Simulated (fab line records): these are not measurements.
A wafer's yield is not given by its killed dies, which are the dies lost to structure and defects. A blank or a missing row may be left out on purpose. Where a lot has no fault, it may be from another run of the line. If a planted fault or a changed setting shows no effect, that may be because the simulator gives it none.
fab line records | flow gf180mcu
record lots=14 | wafers=42 | last_day=34
route steps=602 shown STI@26 DNWELL@39 V2@384
lots with no fault: from the same line, run without faults
start_h: hours from the record's first day to the start of the lot's first wafer shown | wait_h: hours elapsed since this lot's preceding step | " identical to the entry in the row above | L1.1+2: several wafers, shown together as one row | - no value present, or no start provided | * or withheld: withheld | < > ~ a bound
route shown NAME@n: names a module that has steps shown in the file, with the first one's number in the route | usual: mean and standard deviation over wafers with no fault | same: alike in all rows | chamber/n: place in a boat | sites: each site's reading | _std_site: the standard deviation of these | _edge_site: outer sites' mean less inner sites' | radius_mm: for every site, how far away it sits from the centre of the wafer | mask NAME#n: copy n | behind: the tool/chamber that last shaped the wafer | hold: reason for holding the lot/hours on hold/outcome of the hold | device: names the non-switching transistor (n, p or np) | end of line: the route-end tests of the same wafers | a step with no rows: only its recipe | killed: not the wafer's yield, but the dies lost to structure and defects at the first sort | map: a wafer's dies, marking killed ones x, the rest . and places with no die _
set.NAME: the setting that was run; set.NAME@STEP: the one run at that earlier step | model.NAME: the simulator's own value behind a step, which no gauge read
steps of the route over a sample of lots; a table a step, a row a wafer
services: the hour from which a tool's chamber was out of use, counted from the record's first day as start_h (under 0 if before that day), plus the number of hours and why
## steps
# step GF_STI_CMP_25
# recipe stop_on=Si3N4 | t_overpolish_s=33 | down_force_psi=4 | platen_rpm=60 | target_thk_nm=524.6 | pad_velocity_m_s=0.94248
# usual motor_current_A=11.9/1.3 | overpolish_run_s=33.000/0.0089 | time_to_endpoint_s=122/3.5
lot.wafer | tool   | chamber | start_h | wait_h | motor_current_A | overpolish_run_s | time_to_endpoint_s
L997.4    | cmp-02 | 1       | 24.33   | 0.6    | 11.3            | 33.002           | 122
L997.5    | "      | 2       | "       | "      | 12.7            | 32.998           | 117
L997.6    | "      | 3       | "       | "      | 11.4            | 32.997           | 127
L999.2    | cmp-02 | 1       | 38.39   | 0.0    | 10.9            | 32.983           | 120
L999.4    | "      | 2       | "       | "      | 13.1            | 32.998           | 116
L999.3    | "      | 0       | "       | "      | 14.3            | 33.005           | 114
L100.1    | cmp-02 | 3       | 43.38   | 0.1    | 10.9            | 33.001           | 122
L100.2    | "      | 1       | "       | "      | 11.2            | 32.991           | 118
L100.6    | "      | 3       | "       | "      | 10.7            | 33.010           | 129
L102.2    | cmp-01 | 3       | 53.73   | 0.0    | 11.3            | 33.003           | 117
L102.4    | "      | 1       | "       | "      | 13.9            | 33.009           | 116
L102.6    | "      | 3       | "       | "      | 10.8            | 33.001           | 117
L103.4    | cmp-01 | 2       | 57.54   | 0.1    | 11.8            | 33.009           | 123
L103.1    | "      | 3       | "       | "      | 11.2            | 33.004           | 118
L103.6    | "      | 1       | "       | "      | 13.3            | 33.005           | 120
L107.1    | cmp-01 | 0       | 79.49   | 0.1    | 10.9            | 33.003           | 119
L107.3    | "      | 3       | "       | "      | 11.3            | 33.002           | 117
L107.5    | "      | 1       | "       | "      | 13.1            | 32.998           | 118
L108.3    | cmp-02 | 0       | 84.49   | 0.1    | 13.5            | 33.006           | 121
L108.6    | "      | 2       | "       | "      | 12.6            | 33.003           | 120
L108.5    | "      | 3       | "       | "      | 10.9            | 32.987           | 125
L109.4    | cmp-02 | 1       | 90.14   | 0.1    | 11.2            | 32.996           | 124
L109.1    | "      | 3       | "       | "      | 10.5            | 33.010           | 123
L109.6    | "      | 0       | "       | "      | 14.1            | 32.998           | 119
L112.2    | cmp-01 | 3       | 104.84  | 0.0    | 10.7            | 33.009           | 118
L112.3    | "      | 0       | "       | "      | 10.3            | 33.004           | 119
L112.4    | "      | 2       | "       | "      | 11.4            | 33.001           | 122
L113.2    | cmp-01 | 1       | 110.80  | 0.0    | 13.5            | 33.007           | 124
L113.6    | "      | 1       | "       | "      | 13.1            | 32.985           | 122
L113.5    | "      | 2       | "       | "      | 11.6            | 33.001           | 125
L116.3    | cmp-01 | 3       | 128.38  | 0.2    | 12.0            | 32.991           | 119
L116.5    | "      | 0       | "       | "      | 11.1            | 33.010           | 125
L116.6    | "      | 1       | "       | "      | 13.2            | 32.996           | 125
L117.1    | cmp-02 | 0       | 130.29  | 0.1    | 13.8            | 32.996           | 118
L117.2    | "      | 2       | "       | "      | 12.6            | 33.016           | 118
L117.6    | "      | 3       | "       | "      | 11.1            | 33.010           | 121
L119.4    | cmp-01 | 1       | 142.02  | 0.0    | 13.7            | 32.997           | 121
L119.3    | "      | 3       | "       | "      | 10.9            | 32.990           | 122
L119.2    | "      | 0       | "       | "      | 10.3            | 33.017           | 127
L120.1    | cmp-01 | 2       | 146.28  | 0.1    | 11.5            | 32.992           | 124
L120.5    | "      | 0       | "       | "      | 9.9             | 32.989           | 122
L120.6    | "      | 1       | "       | "      | 13.4            | 32.995           | 121
# step GF_DNWELL_IMPLANT_07
# recipe species=P | energy_kev=1489 | dose_cm2=1e+13 | tilt_deg=0
lot.wafer  | tool         | chamber | start_h | wait_h
L997.4+5+6 | implanter-01 | 0       | 38.41   | -
L999.2+3+4 | implanter-03 | 0       | 53.17   | -
L100.1+2+6 | implanter-01 | 0       | 57.49   | -
L102.2+4+6 | implanter-03 | 0       | 68.61   | -
L103.1+4+6 | implanter-03 | 0       | 72.79   | -
L107.1+3+5 | implanter-01 | 0       | 95.85   | -
L107.1+3+5 | implanter-01 | 0       | 96.16   | 0.3
L108.3+5+6 | implanter-01 | 0       | 101.49  | -
L109.1+4+6 | implanter-02 | 0       | 106.23  | -
L109.1+4+6 | implanter-02 | 0       | 106.55  | 0.3
L112.2+3+4 | implanter-03 | 0       | 123.67  | -
L112.2+3+4 | implanter-03 | 0       | 123.98  | 0.3
L113.2+5+6 | implanter-03 | 0       | 127.72  | -
L116.3+5+6 | implanter-03 | 0       | 147.10  | -
L117.1+2+6 | implanter-01 | 0       | 147.59  | -
L119.2+3+4 | implanter-01 | 0       | 159.67  | -
L120.1+5+6 | implanter-02 | 0       | 164.69  | -
# step GF_DNWELL_TW_MEAS_09
# usual DNWELL_TW=1350/10
lot.wafer | tool          | chamber | start_h | wait_h | DNWELL_TW
L997.4    | film_metro-04 | -       | 38.61   | 0.1    | 1345
L997.5    | "             | -       | "       | "      | 1348
L997.6    | "             | -       | "       | "      | 1341
L999.2    | film_metro-03 | -       | 53.40   | 0.1    | 1334
L999.3    | "             | -       | "       | "      | 1322
L999.4    | "             | -       | "       | "      | 1328
L100.1    | film_metro-04 | -       | 57.74   | 0.1    | 1340
L100.2    | "             | -       | "       | "      | 1348
L100.6    | "             | -       | "       | "      | 1344
L102.2    | film_metro-04 | -       | 68.84   | 0.1    | 1346
L102.4    | "             | -       | "       | "      | 1353
L102.6    | "             | -       | "       | "      | 1342
L103.1    | film_metro-03 | -       | 73.04   | 0.1    | 1348
L103.4    | "             | -       | "       | "      | 1353
L103.6    | "             | -       | "       | "      | 1349
L107.1    | film_metro-04 | -       | 96.41   | 0.1    | 1682
L107.3    | "             | -       | "       | "      | 1672
L107.5    | "             | -       | "       | "      | 1681
L108.3    | film_metro-03 | -       | 101.71  | 0.1    | 1356
L108.5    | "             | -       | "       | "      | 1352
L108.6    | "             | -       | "       | "      | 1356
L109.1    | film_metro-02 | -       | 106.84  | 0.1    | 1685
L109.4    | "             | -       | "       | "      | 1687
L109.6    | "             | -       | "       | "      | 1685
L112.2    | film_metro-04 | -       | 124.33  | 0.2    | 1700
L112.3    | "             | -       | "       | "      | 1704
L112.4    | "             | -       | "       | "      | 1699
L113.2    | film_metro-03 | -       | 127.96  | 0.1    | 1354
L113.5    | "             | -       | "       | "      | 1354
L113.6    | "             | -       | "       | "      | 1353
L116.3    | film_metro-02 | -       | 147.32  | 0.1    | 1346
L116.5    | "             | -       | "       | "      | 1345
L116.6    | "             | -       | "       | "      | 1344
L117.1    | film_metro-02 | -       | 147.84  | 0.1    | 1348
L117.2    | "             | -       | "       | "      | 1352
L117.6    | "             | -       | "       | "      | 1346
L119.2    | film_metro-03 | -       | 159.90  | 0.1    | 1373
L119.3    | "             | -       | "       | "      | 1372
L119.4    | "             | -       | "       | "      | 1373
L120.1    | film_metro-03 | -       | 164.94  | 0.1    | 1367
L120.5    | "             | -       | "       | "      | 1369
L120.6    | "             | -       | "       | "      | 1369
# step GF_V2_CVD_02
# recipe material=SiO2 | target_thk_nm=850 | precursor=TEOS | temp_c=400 | time_s=94.851 | rf_w=600
# usual heater_power_w=656/110
lot.wafer | tool     | chamber | start_h | wait_h | heater_power_w
L997.4    | pecvd-04 | 0       | 430.57  | 0.1    | 663
L997.5    | "        | 1       | "       | "      | 916
L997.6    | "        | 2       | "       | "      | 689
L999.2    | pecvd-04 | 1       | 455.98  | 0.0    | 764
L999.3    | "        | 2       | "       | "      | 699
L999.4    | "        | 2       | "       | "      | 734
L100.1    | pecvd-02 | 2       | 459.77  | 0.1    | 784
L100.2    | "        | 0       | "       | "      | 619
L100.6    | "        | 2       | "       | "      | 818
L102.2    | pecvd-03 | 0       | 482.33  | 0.0    | 520
L102.4    | "        | 1       | "       | "      | 488
L102.6    | "        | 0       | "       | "      | 583
L103.1    | pecvd-04 | 0       | 486.49  | 0.1    | 716
L103.4    | "        | 2       | "       | "      | 770
L103.6    | "        | 0       | "       | "      | 769
L107.1    | pecvd-02 | 1       | 530.02  | 0.1    | 642
L107.3    | "        | 2       | "       | "      | 761
L107.5    | "        | 0       | "       | "      | 585
L108.3    | pecvd-04 | 2       | 539.22  | 0.0    | 670
L108.5    | "        | 1       | "       | "      | 762
L108.6    | "        | 0       | "       | "      | 808
L109.1    | pecvd-03 | 0       | 547.17  | 0.1    | 582
L109.4    | "        | 0       | "       | "      | 647
L109.6    | "        | 1       | "       | "      | 444
L112.2    | pecvd-03 | 1       | 572.57  | 0.0    | 554
L112.3    | "        | 2       | "       | "      | 576
L112.4    | "        | 1       | "       | "      | 436
L113.2    | pecvd-03 | 2       | 577.11  | 0.0    | 583
L113.5    | "        | 2       | "       | "      | 635
L113.6    | "        | 1       | "       | "      | 527
L116.3    | pecvd-03 | 1       | 598.76  | 0.0    | 540
L116.5    | "        | 0       | "       | "      | 638
L116.6    | "        | 2       | "       | "      | 512
L117.1    | pecvd-02 | 1       | 603.82  | 0.1    | 761
L117.2    | "        | 0       | "       | "      | 626
L117.6    | "        | 0       | "       | "      | 671
L119.2    | pecvd-02 | 2       | 622.32  | 0.0    | 784
L119.3    | "        | 0       | "       | "      | 652
L119.4    | "        | 1       | "       | "      | 801
L120.1    | pecvd-02 | 1       | 628.83  | 0.1    | 729
L120.5    | "        | 1       | "       | "      | 762
L120.6    | "        | 0       | "       | "      | 667
# step GF_V2_SPUTTER_21
# recipe material=Ti | target_thk_nm=15 | chamber_pressure_pa=5 | power_w=2500 | substrate_temp_c=200 | time_s=80.02
# usual cathode_dc_power_W=2500.0/0.43 | throttle_valve_pct=30.0/1
lot.wafer | tool           | chamber | start_h | wait_h | cathode_dc_power_W | throttle_valve_pct
L997.4    | pvd_sputter-03 | -       | 455.60  | 0.0    | 2499.8             | 29.7
L997.5    | "              | -       | "       | "      | 2500.5             | 28.7
L997.6    | "              | -       | "       | "      | 2499.5             | 30.4
L999.2    | pvd_sputter-04 | -       | 480.89  | 0.0    | 2499.4             | 29.2
L999.3    | "              | -       | "       | "      | 2500.7             | 31.9
L999.4    | "              | -       | "       | "      | 2500.4             | 29.2
L100.1    | pvd_sputter-04 | -       | 485.60  | 0.0    | 2500.8             | 31.7
L100.2    | "              | -       | "       | "      | 2499.8             | 28.9
L100.6    | "              | -       | "       | "      | 2500.7             | 28.8
L102.2    | pvd_sputter-02 | -       | 508.09  | 0.0    | 2499.5             | 30.0
L102.4    | "              | -       | "       | "      | 2499.6             | 29.6
L102.6    | "              | -       | "       | "      | 2500.1             | 29.7
L103.1    | pvd_sputter-03 | -       | 511.55  | 0.0    | 2499.9             | 30.0
L103.4    | "              | -       | "       | "      | 2499.5             | 30.0
L103.6    | "              | -       | "       | "      | 2499.2             | 28.9
L107.1    | pvd_sputter-02 | -       | 555.99  | 0.0    | 2500.4             | 31.4
L107.3    | "              | -       | "       | "      | 2500.0             | 29.6
L107.5    | "              | -       | "       | "      | 2500.0             | 29.4
L108.3    | pvd_sputter-04 | -       | 562.73  | 0.0    | 2500.3             | 29.0
L108.5    | "              | -       | "       | "      | 2499.0             | 29.5
L108.6    | "              | -       | "       | "      | 2500.7             | 29.5
L109.1    | pvd_sputter-02 | -       | 570.54  | 0.0    | 2499.6             | 29.5
L109.4    | "              | -       | "       | "      | 2499.0             | 29.6
L109.6    | "              | -       | "       | "      | 2500.3             | 29.7
L112.2    | pvd_sputter-02 | -       | 595.53  | 0.0    | 2500.5             | 31.5
L112.3    | "              | -       | "       | "      | 2499.8             | 29.5
L112.4    | "              | -       | "       | "      | 2500.1             | 29.5
L113.2    | pvd_sputter-03 | -       | 599.56  | 0.0    | 2500.2             | 30.5
L113.5    | "              | -       | "       | "      | 2500.4             | 31.7
L113.6    | "              | -       | "       | "      | 2499.9             | 28.5
L116.3    | pvd_sputter-02 | -       | 620.36  | 0.0    | 2499.3             | 29.5
L116.5    | "              | -       | "       | "      | 2500.0             | 29.6
L116.6    | "              | -       | "       | "      | 2500.2             | 31.3
L117.1    | pvd_sputter-03 | -       | 625.45  | 0.0    | 2499.8             | 32.0
L117.2    | "              | -       | "       | "      | 2500.8             | 30.1
L117.6    | "              | -       | "       | "      | 2500.0             | 28.8
L119.2    | pvd_sputter-03 | -       | 643.79  | 0.0    | 2499.9             | 29.6
L119.3    | "              | -       | "       | "      | 2499.4             | 30.4
L119.4    | "              | -       | "       | "      | 2500.3             | 31.5
L120.1    | pvd_sputter-02 | -       | 649.95  | 0.0    | 2500.2             | 29.5
L120.5    | "              | -       | "       | "      | 2500.0             | 31.2
L120.6    | "              | -       | "       | "      | 2500.4             | 29.4
## services
tool         | chamber | start_h | hours | kind
implanter-01 | -       | 6.00    | 3.5   | pm
cmp-01       | -       | 8.55    | 32.4  | repair
cmp-01       | -       | 40.94   | 3.8   | pm
cmp-01       | -       | 64.38   | 0.2   | repair
cmp-01       | -       | 114.27  | 0.6   | repair
implanter-01 | -       | 127.35  | 1.6   | repair
implanter-03 | -       | 145.47  | 0.9   | repair
implanter-03 | -       | 149.76  | 4.3   | pm
cmp-01       | -       | 170.42  | 0.8   | repair
implanter-03 | -       | 206.74  | 3.2   | repair
implanter-03 | -       | 216.44  | 4.4   | pm
implanter-01 | -       | 224.95  | 18.6  | pm
cmp-01       | -       | 232.00  | 4.0   | pm
implanter-01 | -       | 254.66  | 2.1   | repair
implanter-01 | -       | 304.71  | 1.7   | repair
cmp-01       | -       | 342.82  | 0.8   | repair
cmp-01       | -       | 360.07  | 12.1  | pm
implanter-01 | -       | 362.30  | 15.3  | pm
cmp-01       | -       | 379.62  | 2.8   | pm
cmp-01       | -       | 383.28  | 0.8   | repair
implanter-01 | -       | 414.11  | 66.5  | pm
cmp-01       | -       | 572.00  | 4.0   | pm
cmp-01       | -       | 578.91  | 6.1   | repair
cmp-01       | -       | 604.98  | 3.6   | pm
## key
first_sign step=GF_DNWELL_IMPLANT_07 | reading=visit | direction=added
effect step=GF_DNWELL_TW_MEAS_09 | reading=DNWELL_TW | direction=up | sigmas=33 | usual=1350 | struck=1688
met_at GF_DNWELL_IMPLANT_07
struck_lots L107,L109,L112
tester_left_out L107,L109,L112
not_acting_at GF_STI_CMP_25,GF_V2_CVD_02,GF_V2_SPUTTER_21
fault kind=repeated_step_whole | tool=implanter-01,implanter-02,implanter-03 | chamber=- | onset_h=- | steps=GF_DNWELL_IMPLANT_07 | times=1 | scope=struck_lots_only
# tester_left_out: of these lots the tester's yield and bins aren't shown, on N5 and GAA mostly nor the transistor test; their killed dies are dies lost to structure and defects alone, not to doping, threshold or leakage, so they don't give the yield
